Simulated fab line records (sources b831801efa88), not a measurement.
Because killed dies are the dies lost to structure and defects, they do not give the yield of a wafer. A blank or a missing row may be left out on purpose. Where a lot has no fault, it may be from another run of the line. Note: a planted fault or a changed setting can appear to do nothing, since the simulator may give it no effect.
2 desks looking at one fault ; flow sfq line ; every desk sees just its own numbers, and what lay behind them comes last

== FOR THE TOOL OWNER'S DESK: rie metal-01 ==
The tool's own readings at SFQ_TRILAYER_L0_BARC_OPEN_METAL_ETCH_010 (etches BARC in O2, target depth 125 nm, time 41.7 s): means of the sampled wafers that have a number, for each lot that ran on this tool. Marked OUT: a lot whose mean sits more than 4 standard deviations from the usual mean, which makes it out of limits; the brackets give that distance.
Columns: A = bias w at SFQ_TRILAYER_L0_BARC_OPEN_METAL_ETCH_010, usual 80.03 W; B = chamber pressure mTorr at SFQ_TRILAYER_L0_BARC_OPEN_METAL_ETCH_010, usual 9.999 mTorr; C = drypump motor current A at SFQ_TRILAYER_L0_BARC_OPEN_METAL_ETCH_010, usual 5.3 A; D = he backside leak sccm at SFQ_TRILAYER_L0_BARC_OPEN_METAL_ETCH_010, usual 3.49 sccm; E = oes product au at SFQ_TRILAYER_L0_BARC_OPEN_METAL_ETCH_010, usual 0.685 a.u.
lot;first seen here;A;B;C;D;E
L147;day 2 13:13;80.01;9.994;5.5;3.34;0.683
L151;day 3 10:49;80.04;10.004;5.5;3.30;0.684
L161;day 5 15:17;80.03;10.001;5.5;3.57;0.690
L169;day 7 07:38;79.68;10.000;5.3;3.43;0.682
Result from this desk: across the 4 lots, nothing is out of limits.

== THE METROLOGY DESK ==
Lot by lot, what the gauges showed, no matter which tool ran the lot: averages of those sampled wafers that carry a number. Marked OUT: a lot whose mean sits more than 4 standard deviations from the usual mean, which makes it out of limits; the brackets give that distance.
Columns: A = I1_OVL at SFQ_I1_OVL_MEAS_913, usual 1 nm
lot;first seen here;A
L147;day 18 16:25;-10
L149;day 19 10:31;0
L151;day 20 05:43;1
L154;day 22 01:26;-6
L155;day 22 08:37;7
L157;day 23 18:14;-1
L161;day 24 21:49;4
L166;day 26 22:35;9
L167;day 27 05:29;5
L168;day 27 16:24;0
L169;day 33 21:36;11
L170;day 34 06:07;0
Result from this desk: across the 12 lots, nothing is out of limits.

== ALL TOGETHER ==
Nothing out of limits was seen by the tool owner's desk.
Metrology desk: nothing out of limits seen.

== WHAT THE SIMULATOR PUT IN ==
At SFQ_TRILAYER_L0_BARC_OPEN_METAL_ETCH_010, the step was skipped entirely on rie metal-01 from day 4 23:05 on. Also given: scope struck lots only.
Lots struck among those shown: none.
